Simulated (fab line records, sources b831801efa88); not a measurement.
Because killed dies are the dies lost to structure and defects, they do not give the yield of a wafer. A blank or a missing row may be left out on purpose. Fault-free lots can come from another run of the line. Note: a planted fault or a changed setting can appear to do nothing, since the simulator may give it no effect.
A lot that was struck, set against a sound lot ; flow sky130 ; 32 out of 708 route steps
Sound: wafers L963.1, L963.4, L963.5. Struck: wafer L975.5 (left out: L975.1, a lot-mate that was not struck); the cause follows at the end.
Order at every step that has rows: each side's tool, ch and its chambers, its first start. Under that, the readings that differ: sound wafers ; struck wafers ; difference of the means ; sigmas: that difference in standard deviations of wafers without a fault.
alike: a reading whose means differ by less than 2 such deviations, as well as words and numbers matching on both sides. not compared: withheld readings; readings where some wafer has no value; bounds like >300 that might hide an equal value; numbers whose values overlap and for which the record gives no deviation.
A row with sigmas, a row that says differs or no value, or rows on one side alone: a step with any of these is where the two part. Numbers that have no deviation but don't overlap get no sigmas and don't part them. Lack of a reading on every wafer of one side parts them only where that side has two or more wafers.

first, 3 steps without rows for these wafers: SKY_CONTACT_STRIP_20 (strips in post etch residue remover, time 1200 s); SKY_CONTACT_CLEAN_21 (cleans in IPA, time 180 s); SKY_CONTACT_CLEAN_22 (cleans in O3/DIW).
SKY_CONTACT_SPUTTER_23: material TiN, target thk 20 nm, time 80 s.
  sound: pvdSputter-04 at day 32 14:37; struck: pvdSputter-02 at day 35 19:23
  alike: throttleValvePct
then, 1 step without rows for these wafers: SKY_CONTACT_CVD_24 (deposits W, target thk 340 nm, time 102.12 s).
SKY_CONTACT_RS_MEAS_25: measures by four-point-probe.
  sound: filmMetro-03 at day 32 14:47; struck: filmMetro-03 at day 35 19:34
  alike: CONTACT_W_RS
SKY_CONTACT_THK_MEAS_26: measures by xrf.
  sound: filmMetro-03 at day 32 14:54; struck: filmMetro-03 at day 35 19:41
  alike: CONTACT_W_THK
then, 2 steps without rows for these wafers: SKY_CONTACT_CMP_27 (polishes, stops on SiO2, t overpolish 15 s, target thk 0 nm); SKY_METAL1_SPUTTER_00 (material Ti, target thk 15 nm, time 10 s).
SKY_METAL1_SPUTTER_01: material TiN, target thk 20 nm, time 16.7 s.
  sound: pvdSputter-01 at day 32 15:17; struck: pvdSputter-01 at day 35 20:04
reading;sound;struck;difference;sigmas
throttleValvePct (%);31.2 27.8 31.5;27.8;-2.4;-2
then, 1 step without rows for these wafers: SKY_METAL1_SPUTTER_02 (material AlCu, target thk 250 nm, time 13.3 s).
SKY_METAL1_SPUTTER_03: material Ti, target thk 5 nm, time 3.3 s.
  sound: pvdSputter-01 at day 32 15:20; struck: pvdSputter-01 at day 35 20:07
reading;sound;struck;difference;sigmas
throttleValvePct (%);31.5 27.6 31.2;27.5;-2.6;-2
SKY_METAL1_SPUTTER_04: material TiN, target thk 70 nm, time 58.3 s.
  sound: pvdSputter-01 at day 32 15:21; struck: pvdSputter-01 at day 35 20:08
reading;sound;struck;difference;sigmas
throttleValvePct (%);31.4 27.6 31.4;27.4;-2.7;-2
model.TiN_of_METAL1_SPUTTER_04.thkNm (nm);70.16 69.77 69.26;75.35;+5.62;
SKY_METAL1_RS_MEAS_05: measures by four-point-probe.
  sound: filmMetro-01 at day 32 15:24; struck: filmMetro-02 at day 35 20:11
  alike: METAL1_ALCU_RS
SKY_METAL1_THK_MEAS_06: measures by xrf.
  sound: filmMetro-01 at day 32 15:31; struck: filmMetro-02 at day 35 20:18
reading;sound;struck;difference;sigmas
METAL1_ALCU_THK (nm);257 257 260;247;-11;-2
then, 8 steps without rows for these wafers: SKY_METAL1_DEHYDRATE_07 (time 60 s); SKY_METAL1_HMDS_08 (prime time 60 s); SKY_METAL1_COAT_09 (resist thk 60 nm); SKY_METAL1_COAT_10 (resist thk 450 nm); SKY_METAL1_SOFTBAKE_11 (time 90 s); SKY_METAL1_EXPOSE_12 (exposes mask MM1, target cd 140 nm); SKY_METAL1_PEB_13; SKY_METAL1_DEVELOP_14 (develop time 60 s).
SKY_METAL1_CD_MEAS_15: the cd target is 140 nm.
  sound: cdSem-02 at day 33 18:17; struck: cdSem-01 at day 36 22:19
  alike: cdNm
SKY_METAL1_OVL_MEAS_16:
  sound: overlay-02 at day 33 18:25; struck: overlay-01 at day 36 22:26
reading;sound;struck;difference;sigmas
METAL1_OVL (nm);8 6 12;-5;-14;-3
SKY_METAL1_DESCUM_17: chemistry O2, time 8 s.
  sound on rieMetal-01 ch 0,1, day 33 18:27; struck on rieMetal-01 ch 1, day 36 22:28
  alike: drypumpMotorCurrentA, oesProductAu
  not compared: rfHoursCounterH
then, 2 steps without rows for these wafers: SKY_METAL1_ETCH_18 (etches BARC in N2/H2, stops on SiO2, time 45.9 s, target depth 60 nm); SKY_METAL1_METAL_ETCH_19 (etches the open film in Cl2/BCl3, stops on SiO2, target depth 360 nm, time 78 s).
SKY_METAL1_STRIP_20: strips in O2/N2.
  sound on plasmaAsher-03 ch 0,1, day 33 18:38; struck on plasmaAsher-04 ch 1, day 36 22:39
reading;sound;struck;difference;sigmas
drypumpMotorCurrentA (A);6.3 6.3 6.5;5.2;-1.2;-2
  alike: o2FlowSccm, oesProductAu, stripTimeToEndpointS
  not compared: rfHoursCounterH
SKY_METAL1_STRIP_21: strips in post etch residue remover, time 1200 s.
  sound on wetBench-04 ch 2, day 33 18:44; struck on wetBench-03 ch 2, day 36 22:45
reading;sound;struck;difference;sigmas
model.TiN_of_METAL1_SPUTTER_04.thkNm (nm);69.74 69.35 68.84;74.92;+5.61;
then, 1 step without rows for these wafers: SKY_METAL1_CLEAN_22 (cleans in IPA, time 180 s).
-- the record jumps here: 12 days lie between the struck wafers' starts before and after (it left off in module METAL1 and takes up again in module PAD_OPEN, whose first step shown is number 708 of the route) --
SKY_PAD_OPEN_PROBE_99:
  sound: prober-01 at day 46 16:55; struck: prober-01 at day 49 01:54
reading;sound;struck;difference;sigmas
defectLimitedYield (%);78.7 79.5 77.6;85.0;+6.4;+3
killed_at_M0_to_M3;54 46 53;37;-14;-2
killedAtFrontEnd;15 23 25;8;-13;-3
killedDies;105 101 110;74;-31;-3
killedOpen;58 47 49;36;-15;-2
killedShort;46 54 59;36;-17;-3
sort_bin_5_function (%);12.6 13.4 14.0;7.9;-5.4;-4
sortNPass;387 391 382;418;+31;+3
sortYieldPct (%);78.7 79.5 77.6;85.0;+6.4;+3
  alike: killed_at_M4_up, killedAtContacts, killedAtOther, sort_bin_3_pad_short, sort_bin_6_memory

== WHERE THEY PART ==
At SKY_METAL1_SPUTTER_01 first; at SKY_PAD_OPEN_PROBE_99 last (within this record only).

WHY: the cause the simulator had injected
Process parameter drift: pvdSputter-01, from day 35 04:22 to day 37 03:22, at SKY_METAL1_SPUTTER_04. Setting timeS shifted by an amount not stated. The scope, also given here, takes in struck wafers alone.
